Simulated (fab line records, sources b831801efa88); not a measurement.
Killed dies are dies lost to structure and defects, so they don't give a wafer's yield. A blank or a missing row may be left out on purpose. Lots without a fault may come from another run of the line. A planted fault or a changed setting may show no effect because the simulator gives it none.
Problem report in the 8D (eight disciplines) form, filled by code | flow sky130 | the parts of the form that need people (team, actions taken, sign-off) are left out

1. THE PROBLEM
strip_time_to_endpoint_s at SKY_METAL3_STRIP_19 reads a mean of 7.54 s on 4 wafers of 3 lots; wafers without a fault read 6.48 s with a standard deviation of 0.091. That is +12 standard deviations from the usual mean.
The step: strips in O2/N2.
First seen on wafer L679.4, day 42 05:21, on plasma_asher-01. The record holds 42 wafers of 15 lots with a number at this step. Rule for "out", or "out of limits": more than 4 standard deviations from the usual mean. The other wafers with a number count as sound.

2. WHAT IT IS AND WHAT IT IS NOT
question                    | is                                                | is not
which readings at this step | strip_time_to_endpoint_s, oes_product_au          | drypump_motor_current_A, o2_flow_sccm
which lots                  | L679, L684, L685                                  | L670, L671, L673, L674, L675, L676, L677, L678, L680, L689, L692, L693
which wafers of those lots  | L679.4, L684.4, L685.2, L685.4                    | L679.5, L684.1
read on which tools         | plasma_asher-01, plasma_asher-02, plasma_asher-03 | -
when                        | from day 42 05:21                                 | up to then (28 sound wafers); but 10 sound wafers of L684, L689, L692, L693 came after

3. SUSPECTS, AND WHAT RULES EACH OUT
Counting: a tool at a process step up to the reading stays a suspect if it ran every lot that is out. Sound lots after the first of them don't rule it out here, since some wafers of a struck lot are sound.
- litho_track-04 at SKY_METAL3_COAT_08 (resist thk 1140 nm): kept. It ran every lot that is out, first L679 (day 41 16:00); its last sound lot up to then is L680 (day 41 13:00).
Left after counting: litho_track-04 at SKY_METAL3_COAT_08.

4. THE CAUSE (what the simulator had put in)
Process parameter drift: litho_track-04, from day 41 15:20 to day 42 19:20, at SKY_METAL3_COAT_08. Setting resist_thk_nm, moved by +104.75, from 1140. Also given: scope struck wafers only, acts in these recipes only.
Counting left only this tool.

5. THE CHAIN OF EFFECTS, in route order
Each row: a reading whose mean over the struck wafers that have a number lies more than 3 standard deviations from the usual. Only readings for which the record gives a usual standard deviation are gone through. hours: the time from each lot's start at the first step in this table that gives one to its start at this step, as a median over the lots. sigmas: the change in usual standard deviations.
hours | step                | reading                  | usual      | on struck wafers | change | sigmas
0     | SKY_METAL3_STRIP_19 | oes_product_au           | 0.500 a.u. | 0.548            | +0.048 | +8.2
0     | SKY_METAL3_STRIP_19 | strip_time_to_endpoint_s | 6.48 s     | 7.54             | +1.06  | +12
The process steps in it:
- SKY_METAL3_STRIP_19: strips in O2/N2.
Later measuring or inspecting steps at which every struck wafer that the step has a row for has a number for every such reading, and none has moved that far: SKY_VIA3_THK_MEAS_01.

6. WHAT WOULD HAVE CAUGHT IT SOONER
In this record the first reading out of limits was taken at day 42 05:21, 14 hours after the fault began at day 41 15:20.
Of the lots that are out (3), L685 began SKY_METAL3_COAT_08 on litho_track-04 after day 42 05:21. A hold on the tool at that time would have spared it.
